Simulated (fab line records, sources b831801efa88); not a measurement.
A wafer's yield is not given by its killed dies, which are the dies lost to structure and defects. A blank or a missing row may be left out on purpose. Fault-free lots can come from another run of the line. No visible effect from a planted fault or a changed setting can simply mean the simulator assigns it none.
Problem report, 8D (eight disciplines) form, completed by code	flow sky130	the parts of the form that need people (team, actions taken, sign-off) are left out

## 1. THE PROBLEM
Mean of spinSpeedRpm at SKY_LDD_N_COAT_02: 2931.7 rpm across 9 wafers in 3 lots; on wafers with no fault it is 2999.7 rpm (standard deviation 1.8). That puts it -38 standard deviations away from the usual mean.
The step: resist thk 300 nm.
Seen first at day 18 09:04 on lithoTrack-02, wafer L805.2. At this step, 45 wafers from 15 lots have a number in the record. Rule for "out", or "out of limits": more than 4 standard deviations from the usual mean. The rest of the wafers with a number are treated as sound.

## 2. WHAT IT IS AND WHAT IT IS NOT
question	is	is not
which readings at this step	spinSpeedRpm	-
which lots	L805, L806, L807	L802, L804, L815, L816, L817, L818, L819, L820, L821, L822, L824, L825
which wafers of those lots	all that have a number	-
read on which tools	lithoTrack-02	lithoTrack-03, lithoTrack-04
when	from day 18 09:04	up to then (6 sound wafers); but 30 sound wafers of L815, L816, L817, L818, L819, L820, L821, L822, L824, L825 came after

## 3. WHAT RULES OUT EACH SUSPECT
Counting: a tool stays on the suspect list if, at a process step up to the reading, it processed all lots that are out and no sound lot following the first of them.
- lithoTrack-02 at SKY_LDD_N_COAT_02 (resist thk 300 nm): ruled out as a lasting fault. Sound lots L815, L816, L819, L820, L824 ran on it after its first lot that is out, L805 (day 18 09:04).
Left after counting: nothing in the record.

## 4. THE CAUSE (what the simulator had put in)
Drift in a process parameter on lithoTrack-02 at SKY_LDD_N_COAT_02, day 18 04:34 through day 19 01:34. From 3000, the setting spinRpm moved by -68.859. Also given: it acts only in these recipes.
Counting ruled it out, wrongly.

## 5. SEQUENCE OF EFFECTS, ordered by route
Each row: a reading whose mean over the struck wafers that have a number lies more than 3 standard deviations from the usual. Only readings for which the record gives a usual standard deviation are gone through. hours: the time from each lot's start at the first step in this table that gives one to its start at this step, as a median over the lots. sigmas: the change in usual standard deviations.
hours	step	reading	usual	on struck wafers	change	sigmas
0	SKY_LDD_N_COAT_02	spinSpeedRpm	2999.7 rpm	2931.7	-68.0	-38
16	SKY_LDD_N_STRIP_16	stripTimeToEndpointS	4.328 s	4.383	+0.055	+3.7
Its process steps:
- SKY_LDD_N_COAT_02: resist thk 300 nm.
- SKY_LDD_N_STRIP_16: strips in O2/N2.

## 6. HOW IT WOULD HAVE BEEN CAUGHT EARLIER
4 hours passed between the start of the fault at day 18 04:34 and the first reading out of limits in this record, taken at day 18 09:04.
